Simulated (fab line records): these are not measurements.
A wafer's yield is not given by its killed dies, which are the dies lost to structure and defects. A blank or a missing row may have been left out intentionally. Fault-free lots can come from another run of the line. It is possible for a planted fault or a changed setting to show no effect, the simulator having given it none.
Struck lot and sound lot, side by side    flow sky130    44 out of 708 route steps
Sound: these wafers, L337.2, L337.3, L337.4. Struck: wafers L340.1, L340.2, L340.6. At the end, the cause is stated.
Order at every step that has rows: each side's tool, ch and its chambers, its first start. Under that, the readings that differ: sound wafers    struck wafers    difference of the means    sigmas: that difference in standard deviations of wafers without a fault.
alike: readings whose means differ by less than 2 such deviations, and words and numbers that are the same on both sides. not compared: withheld readings, readings that some wafer has no value for, bounds like >300 that may hide the same value, and numbers for which the record gives no deviation and whose values overlap.
The two part at a step that has a row with sigmas, a row that says differs or no value, or rows on one side only. Numbers that don't overlap but have no deviation are shown without sigmas and don't part them. A reading missing from all wafers of one side parts the sides only when that side holds two or more wafers.

first, 1 step without rows for these wafers: SKY_VIA2_ETCH_15 (etches SiO2 in C4F8/O2/Ar, stops on TiN, target depth 546 nm, time 84 s).
SKY_VIA2_STRIP_16: strips in O2/N2.
  sound on plasmaAsher-04 ch 0,1, day 39 03:16; struck on plasmaAsher-01 ch 0,1, day 40 03:53
reading                   sound        struck       difference  sigmas
drypumpMotorCurrentA (A)  5.6 5.4 5.6  6.3 6.2 6.2  +0.7        +2
  alike: oesProductAu, stripTimeToEndpointS
  not compared: rfHoursCounterH
then, 4 steps without rows for these wafers: SKY_VIA2_STRIP_17 (strips in post etch residue remover, time 1200 s); SKY_VIA2_CLEAN_18 (cleans in IPA, time 180 s); SKY_VIA2_CLEAN_19 (cleans in O3/DIW); SKY_VIA2_SPUTTER_20 (material TiN, target thk 20 nm, time 80 s).
SKY_VIA2_CVD_21: deposits W, target thk 420 nm, time 126.4 s.
  sound on cvdW-02 ch 0,1, day 39 03:57; struck on cvdW-02 ch 0,1, day 40 04:53
  alike: heaterPowerW
SKY_VIA2_RS_MEAS_22: measures by four-point-probe.
  sound on filmMetro-02 at day 39 04:06; struck on filmMetro-01 at day 40 05:01
  alike: VIA2_W_RS
SKY_VIA2_THK_MEAS_23: measures by xrf.
  sound on filmMetro-02 at day 39 04:13; struck on filmMetro-01 at day 40 05:08
  alike: VIA2_W_THK
SKY_VIA2_CMP_24: polishes, stops on SiO2, t overpolish 20 s, target thk 0 nm.
  sound on cmp-01 ch 1,2,3, day 39 04:19; struck on cmp-01 ch 0,1,2, day 40 05:14
  alike: motorCurrentA, overpolishRunS, timeToEndpointS
SKY_METAL3_SPUTTER_00: material Ti, target thk 15 nm, time 10 s.
  sound on pvdSputter-02 at day 39 04:34; struck on pvdSputter-02 at day 40 05:29
  alike: chamberPressurePa, throttleValvePct
SKY_METAL3_SPUTTER_01: material TiN, target thk 20 nm, time 16.7 s.
  sound on pvdSputter-02 at day 39 04:35; struck on pvdSputter-02 at day 40 05:31
  alike: chamberPressurePa, throttleValvePct
SKY_METAL3_SPUTTER_02: material AlCu, target thk 735 nm, time 39.1 s.
  sound on pvdSputter-02 at day 39 04:37; struck on pvdSputter-02 at day 40 05:32
reading                                     sound                 struck                difference  sigmas
chamberPressurePa (Pa)                      0.3996 0.3998 0.4001  0.2970 0.2964 0.2961  -0.1033     -99 or more
throttleValvePct (%)                        29.2 29.2 30.3        34.2 34.1 35.5        +5.0        +5
model.AlCu_of_METAL3_SPUTTER_02.thkNm (nm)  726.4 737.2 749.1     772.4 768.2 779.3     +35.7       
then, 3 steps without rows for these wafers: SKY_METAL3_SPUTTER_03 (material Ti, target thk 5 nm, time 3.3 s); SKY_METAL3_SPUTTER_04 (material TiN, target thk 70 nm, time 58.3 s); SKY_CAPM_CVD_00 (deposits SiO2, target thk 15.5 nm).
SKY_CAPM_THK_MEAS_01:
  sound on filmMetro-02 at day 39 04:45; struck on filmMetro-02 at day 40 05:40
reading               sound              struck             difference  sigmas
CAPM_CVD_00_THK (nm)  15.08 14.99 15.04  16.03 15.71 16.23  +0.95       +4
then, 1 step without rows for these wafers: SKY_CAPM_SPUTTER_02 (material TiN, target thk 200 nm, time 166.7 s).
SKY_CAPM_RS_MEAS_03: measures by four-point-probe.
  sound on filmMetro-02 at day 39 04:56; struck on filmMetro-04 at day 40 05:50
  alike: CAPM_TIN_RS
SKY_CAPM_THK_MEAS_04: measures by xrf.
  sound on filmMetro-02 at day 39 05:02; struck on filmMetro-04 at day 40 05:58
  alike: CAPM_TIN_THK
then, 7 steps without rows for these wafers: SKY_CAPM_DEHYDRATE_05 (time 60 s); SKY_CAPM_HMDS_06 (prime time 60 s); SKY_CAPM_COAT_07 (resist thk 1140 nm); SKY_CAPM_SOFTBAKE_08 (time 60 s); SKY_CAPM_EXPOSE_09 (exposes mask CAPM, target cd 1000 nm); SKY_CAPM_PEB_10; SKY_CAPM_DEVELOP_11 (develop time 60 s).
SKY_CAPM_OVL_MEAS_12:
  sound on overlay-02 at day 40 04:34; struck on overlay-01 at day 41 05:14
  alike: CAPM_OVL
then, 13 steps without rows for these wafers: SKY_CAPM_METAL_ETCH_13 (etches TiN in Cl2/BCl3, stops on SiO2, target depth 220 nm, time 62.9 s); SKY_CAPM_STRIP_14 (strips in O2/N2); SKY_CAPM_STRIP_15 (strips in post etch residue remover, time 1200 s); SKY_CAPM_CLEAN_16 (cleans in IPA, time 180 s); SKY_CAPM_CLEAN_17 (cleans in O3/DIW); SKY_METAL3_DEHYDRATE_05 (time 60 s); SKY_METAL3_HMDS_06 (prime time 60 s); SKY_METAL3_COAT_07 (resist thk 60 nm); SKY_METAL3_COAT_08 (resist thk 1140 nm); SKY_METAL3_SOFTBAKE_09 (time 90 s); SKY_METAL3_EXPOSE_10 (exposes mask MM3, target cd 300 nm); SKY_METAL3_PEB_11; SKY_METAL3_DEVELOP_12 (develop time 60 s).
SKY_METAL3_CD_MEAS_13 targets a cd of 300 nm.
  sound on cdSem-01 at day 41 04:57; struck on cdSem-01 at day 42 04:59
  alike: cdNm
SKY_METAL3_METAL_ETCH_18: etches the open film in Cl2/BCl3, stops on SiO2, target depth 845 nm, time 183.1 s.
  sound on rieMetal-03 ch 0,1, day 41 05:14; struck on rieMetal-03 ch 0,1, day 42 05:17
reading              sound              struck             difference  sigmas
oesProductAu (a.u.)  0.858 0.866 0.868  0.889 0.890 0.892  +0.026      +4
  alike: drypumpMotorCurrentA, throttleValvePct
  not compared: rfHoursCounterH
-- the record jumps here: 7 days lie between the struck wafers' starts before and after (it left off in module METAL3 and takes up again in module PAD_OPEN, whose first step shown is number 708 of the route) --
SKY_PAD_OPEN_PROBE_99:
  sound on prober-02 at day 47 22:57; struck on prober-02 at day 48 19:25
reading                     sound                    struck                  difference  sigmas
model.etest.met3.lineOhmUm  0.1472 0.1432 0.1424     0.1363 0.1356 0.134     -0.0090     
model.etest.met3.rsOhmSq    0.04372 0.04285 0.04174  0.0408 0.04096 0.04054  -0.0020     
  alike: defectLimitedYield, killed_at_M0_to_M3, killed_at_M4_up, killedAtContacts, killedAtFrontEnd, killedAtOther, killedDies, killedOnRim, killedOpen, killedShort, sort_bin_3_pad_short, sort_bin_5_function, sort_bin_6_memory, sortNPass, sortYieldPct

WHERE THEY PART
First at SKY_VIA2_STRIP_16; last, within this record, at SKY_METAL3_METAL_ETCH_18. Later steps at which nothing parts them and some readings are alike: SKY_PAD_OPEN_PROBE_99.

WHY: what had been put in by the simulator
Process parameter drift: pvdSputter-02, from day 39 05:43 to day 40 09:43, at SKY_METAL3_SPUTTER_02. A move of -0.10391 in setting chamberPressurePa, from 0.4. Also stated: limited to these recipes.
